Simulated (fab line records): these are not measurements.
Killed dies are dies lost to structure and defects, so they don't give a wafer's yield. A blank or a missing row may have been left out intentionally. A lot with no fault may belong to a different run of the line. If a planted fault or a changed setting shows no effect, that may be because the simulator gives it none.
Struck lot and sound lot, side by side	flow sky130	26 out of 708 route steps
Sound: these wafers, L106.1, L106.2, L106.6. Struck: wafer L992.1. (L992.2, L992.4 of the same lot were not struck and are left out.) The cause comes at the end.
Per side, at each step with rows, come the tool, then ch with its chambers, and then its first start. Under that, the readings that differ: sound wafers	struck wafers	difference of the means	sigmas: that difference in standard deviations of wafers without a fault.
alike: readings with means less than 2 such deviations apart, plus words and numbers identical on both sides. not compared: withheld readings, readings lacking a value on some wafer, bounds such as >300 that could conceal the same value, and numbers that have no deviation in the record and whose values overlap.
The two part at a step that has a row with sigmas, a row that says differs or no value, or rows on one side only. Non-overlapping numbers with no deviation appear without sigmas and do not part them. Lack of a reading on every wafer of one side parts them only where that side has two or more wafers.

first, 6 steps without rows for these wafers: SKY_SD_N_IMPLANT_10; SKY_SD_N_STRIP_11 (strips in O2/N2); SKY_SD_N_CLEAN_13 (cleans in SC1/SC2, time 150 s); SKY_SD_N_RTA_14 (time 2 s); SKY_SALICIDE_CLEAN_00 (cleans in HF-last, time 30 s); SKY_LI_CONTACT_HDPCVD_00 (deposits PSG, target thk 930 nm, time 155 s).
SKY_LI_CONTACT_CMP_02: polishes PSG.
  sound on cmp-02 ch 0,2,3, day 34 16:23; struck on cmp-01 ch 0, day 29 10:56
reading	sound	struck	difference	sigmas
time_to_endpoint_s (s)	32.8 33.8 35.6	43.7	+9.6	+4
model.PSG_of_LI_CONTACT_HDPCVD_00.thk_nm (nm)	597.1 596.5 596.9	493.7	-103.1	
  alike: motor_current_A
then, 9 steps without rows for these wafers: SKY_LI_CONTACT_DEHYDRATE_04 (time 60 s); SKY_LI_CONTACT_HMDS_05 (prime time 60 s); SKY_LI_CONTACT_COAT_06 (resist thk 60 nm); SKY_LI_CONTACT_COAT_07 (resist thk 450 nm); SKY_LI_CONTACT_SOFTBAKE_08 (time 90 s); SKY_LI_CONTACT_EXPOSE_09 (exposes mask LICM1, target cd 170 nm); SKY_LI_CONTACT_PEB_10; SKY_LI_CONTACT_DEVELOP_11 (develop time 60 s); SKY_LI_CONTACT_ETCH_14 (etches BARC in N2/H2, stops on SiO2, time 45.9 s, target depth 60 nm).
SKY_LI_CONTACT_ETCH_15: etches PSG in C4F8/O2/Ar, stops on Si, target depth 600 nm.
  sound on rie_diel-01 ch 0,2,3, day 35 18:10; struck on rie_diel-03 ch 0, day 30 15:10
reading	sound	struck	difference	sigmas
oes_product_au (a.u.)	0.843 0.838 0.832	0.760	-0.078	-16
model.etch.depth_nm (nm)	597.1 596.5 596.9	493.7	-103.1	
model.LI_CONTACT.feature_depth_nm (nm)	597.1 596.5 596.9	493.7	-103.1	
then, 6 steps without rows for these wafers: SKY_LI_CONTACT_STRIP_16 (strips in O2/N2); SKY_LI_CONTACT_CLEAN_17 (cleans in NMP, time 600 s); SKY_LI_CONTACT_PRE_CLEAN_18 (time 5.6 s); SKY_LI_CONTACT_SPUTTER_19 (material Ti, target thk 20 nm, time 106.37 s); SKY_LI_CONTACT_SPUTTER_20 (material TiN, target thk 20 nm, time 80 s); SKY_LI_CONTACT_CVD_21 (deposits W, target thk 400 nm, time 120.56 s).
SKY_LI_CONTACT_CMP_24: polishes, stops on PSG, t overpolish 20 s, target thk 0 nm.
  sound on cmp-02 ch 0,1, day 35 19:02; struck on cmp-01 ch 1, day 30 16:02
reading	sound	struck	difference	sigmas
model.PSG_of_LI_CONTACT_HDPCVD_00.thk_nm (nm)	587.6 587 587.4	484.2	-103.1	
  alike: motor_current_A
then, 1 step without rows for these wafers: SKY_LOCAL_INTERCONNECT_SPUTTER_00 (material TiN, target thk 100 nm, time 83.3 s).
-- a jump in the record: the struck wafers' starts before and after are 16 days apart (it breaks off in module LOCAL_INTERCONNECT and resumes in module PAD_OPEN, where the first step shown is number 708 of the route) --
SKY_PAD_OPEN_PROBE_99:
  sound on prober-01, day 50 09:18; struck on prober-01, day 46 21:10
reading	sound	struck	difference	sigmas
model.etest.licon_pdiff.rc_ohm	585.4 581.1 577.4	545.5	-35.8	
model.etest.cap_li_to_poly.c_af_um2	100.1 98.56 98.19	133.9	+35.0	
model.etest.licon_high_po.rc_ohm	354.9 360.5 361.6	335.7	-23.3	
model.etest.licon_ndiff.rc_ohm	185.1 193.8 183.7	163.7	-23.8	
model.etest.licon_poly.rc_ohm	148.7 154.3 155.7	141.5	-11.4	
model.etest.cap_li_to_well.c_af_um2	37.04 36.33 37.39	41.56	+4.64	
  alike: killed_at_M0_to_M3, killed_at_M4_up, killed_at_contacts, killed_at_front_end, killed_at_other, killed_dies, killed_open, killed_short
  not compared: model.etest.sonos_uncharged.r_on_ohm_um

## WHERE THEY PART
Earliest at SKY_LI_CONTACT_CMP_02; latest, in this record, at SKY_LI_CONTACT_ETCH_15. Later steps at which nothing parts them and some readings are alike: SKY_LI_CONTACT_CMP_24, SKY_PAD_OPEN_PROBE_99.

WHY: whatever the simulator had introduced
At SKY_LI_CONTACT_CMP_02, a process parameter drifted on cmp-01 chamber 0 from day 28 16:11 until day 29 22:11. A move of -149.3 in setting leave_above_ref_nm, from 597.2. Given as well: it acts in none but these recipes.
